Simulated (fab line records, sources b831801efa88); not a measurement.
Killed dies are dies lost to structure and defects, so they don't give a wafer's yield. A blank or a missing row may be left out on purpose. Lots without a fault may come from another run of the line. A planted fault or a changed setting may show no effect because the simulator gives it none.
One fault seen from 2 desks | flow gf180mcu | each desk has only its own numbers; what lay behind them comes last

THE METROLOGY DESK
What the gauges read, lot by lot, whatever tool the lot ran on: means of the sampled wafers that have a number. A lot is out of limits, marked OUT, if its mean lies more than 4 standard deviations from the usual mean; the brackets give that distance.
Columns: A = M4_ALCU_RS at GF_M4_RS_MEAS_05, usual 0.0699 ohm/sq
lot  | first seen here | A
L915 | day 23 04:19    | 0.0703
L916 | day 23 13:17    | 0.0692
L917 | day 23 23:25    | 0.0700
L919 | day 24 15:52    | 0.0704
L921 | day 25 10:46    | 0.0702
L923 | day 25 22:25    | 0.0692
L924 | day 26 14:00    | 0.0708
L931 | day 28 13:41    | 0.0692
L932 | day 28 18:56    | 0.0697
L933 | day 29 03:31    | 0.0694
L934 | day 29 07:29    | 0.0696
L936 | day 30 00:50    | 0.0698
This desk's finding: nothing out of limits on any of the 12 lots.

THE TOOL OWNER'S DESK: plasma_asher-03
The tool's own readings at GF_M5_STRIP_11 (strips in O2/N2): means of the sampled wafers that have a number, for each lot that ran on this tool. A lot is out of limits, marked OUT, if its mean lies more than 4 standard deviations from the usual mean; the brackets give that distance.
Columns: A = drypump_motor_current_A at GF_M5_STRIP_11, usual 5.7 A; B = heater_power_w at GF_M5_STRIP_11, usual 347 W; C = oes_product_au at GF_M5_STRIP_11, usual 0.543 a.u.; D = platen_temp_c at GF_M5_STRIP_11, usual 249.99 C; E = strip_time_to_endpoint_s at GF_M5_STRIP_11, usual 7.52 s
lot  | first seen here | A   | B   | C     | D      | E
L917 | day 27 16:12    | 6.0 | 393 | 0.535 | 250.24 | 7.49
L919 | day 28 06:36    | 5.9 | 374 | 0.547 | 249.89 | 7.54
L921 | day 28 21:59    | 6.0 | 391 | 0.542 | 249.90 | 7.48
L923 | day 29 09:04    | 6.0 | 387 | 0.543 | 249.83 | 7.57
L924 | day 30 00:04    | 6.0 | 402 | 0.546 | 250.17 | 7.58
L934 | day 32 10:04    | 6.0 | 391 | 0.549 | 250.01 | 7.53
L936 | day 33 01:27    | 5.9 | 393 | 0.547 | 249.94 | 7.59
This desk's finding: nothing out of limits on any of the 7 lots.

PUT TOGETHER
The metrology desk saw nothing out of limits.
The tool owner's desk saw nothing out of limits.

WHAT THE SIMULATOR HAD PUT IN
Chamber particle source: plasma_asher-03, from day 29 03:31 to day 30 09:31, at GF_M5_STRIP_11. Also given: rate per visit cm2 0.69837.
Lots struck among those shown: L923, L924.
